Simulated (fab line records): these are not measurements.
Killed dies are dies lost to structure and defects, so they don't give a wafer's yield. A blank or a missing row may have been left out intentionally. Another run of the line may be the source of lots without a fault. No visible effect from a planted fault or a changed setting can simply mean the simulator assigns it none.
A struck lot beside a sound one || flow sky130 || 15 out of 708 route steps
Sound: these wafers, L437.2, L437.4, L437.6. Wafers L451.1, L451.2, L451.6 were the ones struck. The cause is given at the end.
Per side, at each step with rows, come the tool, then ch with its chambers, and then its first start. Under that, the readings that differ: sound wafers || struck wafers || difference of the means || sigmas: that difference in standard deviations of wafers without a fault.
alike: same words and numbers on both sides, and readings whose means sit less than 2 such deviations apart. not compared: any withheld reading, any reading some wafer has no value for, any bound like >300 that may hide the same value, and any number with overlapping values for which the record gives no deviation.
A row with sigmas, a row that says differs or no value, or rows on one side alone: a step with any of these is where the two part. When numbers do not overlap yet have no deviation, they are printed without sigmas and do not part them. Lack of a reading on every wafer of one side parts them only where that side has two or more wafers.

first, 4 steps without rows for these wafers: SKY_VT_ADJUST_LVTN_SOFTBAKE_03; SKY_VT_ADJUST_LVTN_EXPOSE_04 (exposes mask NWM COMPLEMENT LESS NATIVE, target cd 840 nm); SKY_VT_ADJUST_LVTN_PEB_05; SKY_VT_ADJUST_LVTN_DEVELOP_06 (develop time 60 s).
SKY_VT_ADJUST_LVTN_OVL_MEAS_07:
  sound on overlay-02, day 8 17:04; struck on overlay-02, day 12 07:50
  alike: VT_ADJUST_LVTN_OVL
following that, these wafers have no rows for 1 step: SKY_VT_ADJUST_LVTN_IMPLANT_08.
SKY_VT_ADJUST_LVTN_STRIP_09: strips in O2/N2.
  sound on plasma asher-02 ch 0,1, day 8 17:14; struck on plasma asher-02 ch 0,1, day 12 08:01
  alike: drypump motor current A, oes product au, strip time to endpoint s
  not compared: rf hours counter h
SKY_VT_ADJUST_LVTN_TW_MEAS_10:
  sound on film metro-04, day 8 17:21; struck on film metro-02, day 12 08:07
  alike: VT_ADJUST_LVTN_TW
then, 4 steps without rows for these wafers: SKY_VT_ADJUST_LVTN_DEHYDRATE_11 (time 60 s); SKY_VT_ADJUST_LVTN_HMDS_12 (prime time 60 s); SKY_VT_ADJUST_LVTN_COAT_13 (resist thk 1140 nm); SKY_VT_ADJUST_LVTN_SOFTBAKE_14 (time 60 s).
SKY_VT_ADJUST_LVTN_EXPOSE_15: exposes mask HVN STD DERIVED, target cd 600 nm.
  sound on iline stepper-01 ch 0, day 9 03:08; struck on iline stepper-02 ch 0, day 12 20:21
{"reading": "exposure dose mJ cm2", "sound": "163.41 162.90 163.22", "struck": "148.28 148.36 148.33", "difference": -14.85, "sigmas": -87}
  alike: mask, stage vel mm s
following that, these wafers have no rows for 1 step: SKY_VT_ADJUST_LVTN_PEB_16.
-- here the record skips 38 days between the struck wafers' starts before and after, leaving off in module VT_ADJUST_LVTN and picking up in module PAD_OPEN (first step shown: number 708 of the route) --
SKY_PAD_OPEN_PROBE_99:
  sound on prober-02, day 47 14:50; struck on prober-02, day 50 10:20
  alike: killed_at_M0_to_M3, killed_at_M4_up, killed at contacts, killed at front end, killed at other, killed dies, killed open, killed short

## WHERE THEY PART
At SKY_VT_ADJUST_LVTN_EXPOSE_15 and nowhere else, as far as this record goes. Later steps at which nothing parts them and some readings are alike: SKY_PAD_OPEN_PROBE_99.

WHY: the cause the simulator had injected
Process parameters drifting: iline stepper-02 at SKY_VT_ADJUST_LVTN_EXPOSE_15, beginning at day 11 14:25. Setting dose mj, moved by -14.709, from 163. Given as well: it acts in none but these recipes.
